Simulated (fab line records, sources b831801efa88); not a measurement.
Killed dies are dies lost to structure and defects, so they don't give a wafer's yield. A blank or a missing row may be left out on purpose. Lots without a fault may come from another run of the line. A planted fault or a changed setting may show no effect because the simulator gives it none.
Which tool did it? | flow sky130 | 6 lots, 18 wafers sampled, at 3 steps of a route of 708

WHAT THE GAUGES READ, wafer by wafer
SKY_PASSIVATION_THK_MEAS_03.
lot  | measured     | on            | PASSIVATION_CVD_02_THK (nm)
L635 | day 44 03:59 | film_metro-01 | 534 536 548
L641 | day 46 00:23 | film_metro-01 | 533 531 545
L645 | day 47 01:16 | film_metro-04 | 534 532 542
L649 | day 48 00:26 | film_metro-01 | 536 545 544
L654 | day 49 02:43 | film_metro-01 | 546 544 542
L656 | day 49 13:00 | film_metro-04 | 538 539 542

WHICH TOOL RAN EACH LOT (tool, then ch and the chambers of the sampled wafers, then the start)
lot  | SKY_LDD_HVN_STRIP_09                 | SKY_PASSIVATION_CVD_02
L635 | plasma_asher-04 ch 0,1, day 20 13:14 | pecvd-04 ch 0,1,2, day 44 03:46
L641 | plasma_asher-02 ch 1, day 23 04:50   | pecvd-03 ch 0,1,2, day 46 00:09
L645 | plasma_asher-04 ch 0,1, day 24 10:52 | pecvd-03 ch 0,1, day 47 01:02
L649 | plasma_asher-03 ch 0,1, day 26 00:25 | pecvd-04 ch 0,1, day 48 00:06
L654 | plasma_asher-02 ch 0,1, day 27 16:47 | pecvd-04 ch 0,1,2, day 49 02:35
L656 | plasma_asher-03 ch 0,1, day 28 06:16 | pecvd-04 ch 0,2, day 49 12:47
- SKY_LDD_HVN_STRIP_09: strips in O2/N2.
- SKY_PASSIVATION_CVD_02: deposits Si3N4, target thk 540 nm.

THE ANSWER, worked out from the rows above alone
Rule: what is usual is taken from the lots themselves. Put in order of their means at a reading, lots are off if they are a third of the lots or fewer, leave a main group of 4 or more, and stand apart from it by a gap of 3 or more times the standard deviation of the main group's means; of several such gaps the widest counts. A main group whose means are all the same, to the digits that the tables above print for the reading, isn't used. A lot without any number at a reading at which 4 lots or more have one is off too. The other lots that the step has rows for count as sound.
No lot is off at any reading shown: from this, nothing can be told.

WHAT THE SIMULATOR HAD PUT IN
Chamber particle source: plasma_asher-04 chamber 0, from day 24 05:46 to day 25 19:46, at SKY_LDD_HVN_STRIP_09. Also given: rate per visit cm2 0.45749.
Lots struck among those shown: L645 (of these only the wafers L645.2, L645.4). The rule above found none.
